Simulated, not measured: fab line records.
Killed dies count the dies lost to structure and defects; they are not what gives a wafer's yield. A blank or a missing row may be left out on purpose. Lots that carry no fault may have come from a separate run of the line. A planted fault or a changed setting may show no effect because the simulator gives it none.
What tool caused it? :: flow gf180mcu :: 13 lots with 39 wafers sampled at 5 steps, on a route of 602 steps

WHAT THE GAUGES SHOWED, per wafer
GF_VT_IMPLANT_RS_MEAS_48: a four-point-probe measurement. Usual: for LVPWELL_RS the level is 1192 ohm/sq and the standard deviation is 3.
lot: L411
measured: day 9 08:20
on: film_metro-02
LVPWELL_RS (ohm/sq): 1194 1190 1196
flag: 

lot: L412
measured: day 9 16:19
on: film_metro-04
LVPWELL_RS (ohm/sq): 1190 1190 1189
flag: 

lot: L413
measured: day 9 20:41
on: film_metro-02
LVPWELL_RS (ohm/sq): 1192 1195 1192
flag: 

lot: L414
measured: day 10 07:29
on: film_metro-04
LVPWELL_RS (ohm/sq): 1195 1189 1193
flag: 

lot: L415
measured: day 10 11:52
on: film_metro-02
LVPWELL_RS (ohm/sq): 1194 1195 1196
flag: 

lot: L416
measured: day 10 19:40
on: film_metro-04
LVPWELL_RS (ohm/sq): 1191 1193 1192
flag: 

lot: L419
measured: day 11 14:02
on: film_metro-01
LVPWELL_RS (ohm/sq): 1229 1231 1229
flag: OFF

lot: L420
measured: day 11 20:33
on: film_metro-01
LVPWELL_RS (ohm/sq): 1194 1196 1195
flag: 

lot: L421
measured: day 12 03:05
on: film_metro-04
LVPWELL_RS (ohm/sq): 1223 1221 1224
flag: OFF

lot: L422
measured: day 12 08:53
on: film_metro-02
LVPWELL_RS (ohm/sq): 1230 1229 1227
flag: OFF

lot: L426
measured: day 13 15:07
on: film_metro-02
LVPWELL_RS (ohm/sq): 1196 1192 1193
flag: 

lot: L427
measured: day 13 22:13
on: film_metro-02
LVPWELL_RS (ohm/sq): 1192 1190 1195
flag: 

lot: L428
measured: day 14 02:22
on: film_metro-01
LVPWELL_RS (ohm/sq): 1194 1195 1197
flag: 

GF_V1_THK_MEAS_25: measures by xrf. Usual: for V1_W_THK the level is 332 nm and the standard deviation is 4.1.
lot: L411
measured: day 20 20:16
on: film_metro-03
V1_W_THK (nm): 334 337 335
flag: 

lot: L412
measured: day 21 03:49
on: film_metro-03
V1_W_THK (nm): 331 333 332
flag: 

lot: L413
measured: day 21 07:10
on: film_metro-04
V1_W_THK (nm): 320 322 322
flag: 

lot: L414
measured: day 21 20:26
on: film_metro-04
V1_W_THK (nm): 329 333 329
flag: 

lot: L415
measured: day 22 06:35
on: film_metro-03
V1_W_THK (nm): 333 333 335
flag: 

lot: L416
measured: day 22 15:50
on: film_metro-04
V1_W_THK (nm): 336 335 339
flag: 

lot: L419
measured: day 23 12:16
on: film_metro-01
V1_W_THK (nm): 331 332 334
flag: 

lot: L420
measured: day 23 23:38
on: film_metro-01
V1_W_THK (nm): 335 332 337
flag: 

lot: L421
measured: day 24 02:26
on: film_metro-01
V1_W_THK (nm): 331 334 330
flag: 

lot: L422
measured: day 24 09:54
on: film_metro-01
V1_W_THK (nm): 331 332 332
flag: 

lot: L426
measured: day 25 16:42
on: film_metro-01
V1_W_THK (nm): 335 336 338
flag: 

lot: L427
measured: day 25 22:10
on: film_metro-04
V1_W_THK (nm): 333 331 330
flag: 

lot: L428
measured: day 26 05:14
on: film_metro-03
V1_W_THK (nm): 334 338 334
flag: 

GF_M2_RS_MEAS_05: a four-point-probe measurement. Usual: for M2_ALCU_RS the level is 0.0696 ohm/sq and the standard deviation is 0.00091.
lot: L411
measured: day 20 20:52
on: film_metro-03
M2_ALCU_RS (ohm/sq): 0.0696 0.0703 0.0694
flag: 

lot: L412
measured: day 21 04:24
on: film_metro-03
M2_ALCU_RS (ohm/sq): 0.0685 0.0687 0.0685
flag: 

lot: L413
measured: day 21 07:46
on: film_metro-04
M2_ALCU_RS (ohm/sq): 0.0704 0.0707 0.0698
flag: 

lot: L414
measured: day 21 21:01
on: film_metro-02
M2_ALCU_RS (ohm/sq): 0.0701 0.0698 0.0704
flag: 

lot: L415
measured: day 22 07:11
on: film_metro-03
M2_ALCU_RS (ohm/sq): 0.0684 0.0690 0.0700
flag: 

lot: L416
measured: day 22 16:25
on: film_metro-04
M2_ALCU_RS (ohm/sq): 0.0697 0.0695 0.0693
flag: 

lot: L419
measured: day 23 12:51
on: film_metro-03
M2_ALCU_RS (ohm/sq): 0.0708 0.0696 0.0695
flag: 

lot: L420
measured: day 24 00:13
on: film_metro-02
M2_ALCU_RS (ohm/sq): 0.0707 0.0704 0.0702
flag: 

lot: L421
measured: day 24 03:02
on: film_metro-03
M2_ALCU_RS (ohm/sq): 0.0715 0.0712 0.0705
flag: 

lot: L422
measured: day 24 10:29
on: film_metro-02
M2_ALCU_RS (ohm/sq): 0.0720 0.0703 0.0711
flag: 

lot: L426
measured: day 25 17:18
on: film_metro-04
M2_ALCU_RS (ohm/sq): 0.0689 0.0704 0.0700
flag: 

lot: L427
measured: day 25 22:44
on: film_metro-03
M2_ALCU_RS (ohm/sq): 0.0698 0.0704 0.0699
flag: 

lot: L428
measured: day 26 05:49
on: film_metro-03
M2_ALCU_RS (ohm/sq): 0.0685 0.0685 0.0693
flag: 

TOOL THAT RAN EACH LOT (tool first, then ch and the chambers of the sampled wafers, then the start)
lot: L411
GF_LVPWELL_IMPLANT_09: implanter-02 ch 0, day 5 07:17
GF_M2_SPUTTER_04: pvd_sputter-01, day 20 20:47

lot: L412
GF_LVPWELL_IMPLANT_09: implanter-01 ch 0, day 5 13:38
GF_M2_SPUTTER_04: pvd_sputter-04, day 21 04:22

lot: L413
GF_LVPWELL_IMPLANT_09: implanter-01 ch 0, day 5 18:04
GF_M2_SPUTTER_04: pvd_sputter-01, day 21 07:41

lot: L414
GF_LVPWELL_IMPLANT_09: implanter-01 ch 0, day 6 01:59
GF_M2_SPUTTER_04: pvd_sputter-01, day 21 20:58

lot: L415
GF_LVPWELL_IMPLANT_09: implanter-01 ch 0, day 6 05:32
GF_M2_SPUTTER_04: pvd_sputter-03, day 22 07:06

lot: L416
GF_LVPWELL_IMPLANT_09: implanter-04 ch 0, day 6 12:44
GF_M2_SPUTTER_04: pvd_sputter-01, day 22 16:23

lot: L419
GF_LVPWELL_IMPLANT_09: implanter-01 ch 0, day 7 04:20
GF_M2_SPUTTER_04: pvd_sputter-01, day 23 12:49

lot: L420
GF_LVPWELL_IMPLANT_09: implanter-04 ch 0, day 7 09:41
GF_M2_SPUTTER_04: pvd_sputter-03, day 24 00:10

lot: L421
GF_LVPWELL_IMPLANT_09: implanter-01 ch 0, day 7 16:32
GF_M2_SPUTTER_04: pvd_sputter-01, day 24 02:58

lot: L422
GF_LVPWELL_IMPLANT_09: implanter-01 ch 0, day 7 20:47
GF_M2_SPUTTER_04: pvd_sputter-01, day 24 10:26

lot: L426
GF_LVPWELL_IMPLANT_09: implanter-04 ch 0, day 8 20:13
GF_M2_SPUTTER_04: pvd_sputter-03, day 25 17:13

lot: L427
GF_LVPWELL_IMPLANT_09: implanter-02 ch 0, day 9 02:25
GF_M2_SPUTTER_04: pvd_sputter-03, day 25 22:42

lot: L428
GF_LVPWELL_IMPLANT_09: implanter-04 ch 0, day 9 07:17
GF_M2_SPUTTER_04: pvd_sputter-04, day 26 05:46
- GF_LVPWELL_IMPLANT_09
- GF_M2_SPUTTER_04: material TiN, target thk 50 nm, time 41.7 s.

AS READ BY THE TOOLS THEMSELVES (means over the sampled wafers that have a number; for cases with no such wafer, the mark the record gives instead)
GF_LVPWELL_IMPLANT_09. Usual: dose_ions_cm2 4.999e+12, standard deviation 5.3e+09; faraday_current_uA 28.1, standard deviation 0.56.
lot: L411
tool: implanter-02
dose_ions_cm2: 4.999e+12
faraday_current_uA: 28.0
flag: 

lot: L412
tool: implanter-01
dose_ions_cm2: 5.000e+12
faraday_current_uA: 27.9
flag: 

lot: L413
tool: implanter-01
dose_ions_cm2: 4.998e+12
faraday_current_uA: 27.9
flag: 

lot: L414
tool: implanter-01
dose_ions_cm2: 4.998e+12
faraday_current_uA: 28.7
flag: 

lot: L415
tool: implanter-01
dose_ions_cm2: 5.007e+12
faraday_current_uA: 28.0
flag: 

lot: L416
tool: implanter-04
dose_ions_cm2: 5.001e+12
faraday_current_uA: 28.2
flag: 

lot: L419
tool: implanter-01
dose_ions_cm2: 4.247e+12
faraday_current_uA: 24.3
flag: OFF

lot: L420
tool: implanter-04
dose_ions_cm2: 4.994e+12
faraday_current_uA: 28.9
flag: 

lot: L421
tool: implanter-01
dose_ions_cm2: 4.242e+12
faraday_current_uA: 23.9
flag: OFF

lot: L422
tool: implanter-01
dose_ions_cm2: 4.238e+12
faraday_current_uA: 24.2
flag: OFF

lot: L426
tool: implanter-04
dose_ions_cm2: 5.001e+12
faraday_current_uA: 27.7
flag: 

lot: L427
tool: implanter-02
dose_ions_cm2: 5.002e+12
faraday_current_uA: 27.8
flag: 

lot: L428
tool: implanter-04
dose_ions_cm2: 4.999e+12
faraday_current_uA: 28.2
flag: 

GF_M2_SPUTTER_04. Usual: throttle_valve_pct at 29.7 %, with a standard deviation of 1.
lot: L411
tool: pvd_sputter-01
throttle_valve_pct (%): 28.4
flag: 

lot: L412
tool: pvd_sputter-04
throttle_valve_pct (%): 29.1
flag: 

lot: L413
tool: pvd_sputter-01
throttle_valve_pct (%): 29.7
flag: 

lot: L414
tool: pvd_sputter-01
throttle_valve_pct (%): 28.9
flag: 

lot: L415
tool: pvd_sputter-03
throttle_valve_pct (%): 30.2
flag: 

lot: L416
tool: pvd_sputter-01
throttle_valve_pct (%): 29.1
flag: 

lot: L419
tool: pvd_sputter-01
throttle_valve_pct (%): 29.6
flag: 

lot: L420
tool: pvd_sputter-03
throttle_valve_pct (%): 30.0
flag: 

lot: L421
tool: pvd_sputter-01
throttle_valve_pct (%): 29.9
flag: 

lot: L422
tool: pvd_sputter-01
throttle_valve_pct (%): 30.0
flag: 

lot: L426
tool: pvd_sputter-03
throttle_valve_pct (%): 30.8
flag: 

lot: L427
tool: pvd_sputter-03
throttle_valve_pct (%): 30.5
flag: 

lot: L428
tool: pvd_sputter-04
throttle_valve_pct (%): 29.9
flag: 

THE ANSWER, worked out from the rows above alone
Rule: take the mean of a lot's wafers that have a number; if it is more than 3 standard deviations from the usual mean, the lot is off. A lot without any number at a reading at which 4 lots or more have one is off too. The other lots that the step has rows for count as sound. After the gauges, taken in route order, come the tools' own readings; for these a lot's mean is taken, as printed above. At the first step where some lot is off, the reading lying furthest off is the one used; lots without a number count as furthest.
Off: L419, L421, L422, seen at GF_VT_IMPLANT_RS_MEAS_48 (LVPWELL_RS).
If a tool, at a process step before that reading, ran all the lots that are off and no sound lot after the first of them, it fits. The gauges at GF_VT_IMPLANT_RS_MEAS_48 aren't tried: what is off there is off at GF_LVPWELL_IMPLANT_09 too, on other tools, and a gauge's error can't cause that. One fits: GF_LVPWELL_IMPLANT_09 on implanter-01. A fault onset in the window from L415 (day 6 05:32, its last sound lot) to L419 (day 7 04:20, its first lot off) fits.
The tool's own readings at GF_LVPWELL_IMPLANT_09 bear it out: on the lots that are off they differ by more than 5 times the standard deviation of the sound lots' means. dose_ions_cm2 reads 4.242e+12 there against 5.000e+12 on the sound lots; faraday_current_uA reads 24.1 there against 28.1 on the sound lots.

WHAT THE SIMULATOR HAD INSERTED
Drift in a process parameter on implanter-01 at GF_LVPWELL_IMPLANT_09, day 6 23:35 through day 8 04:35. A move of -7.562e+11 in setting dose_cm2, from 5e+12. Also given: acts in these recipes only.
Struck lots among those shown: L419, L421, L422. Same finding as the rule above.
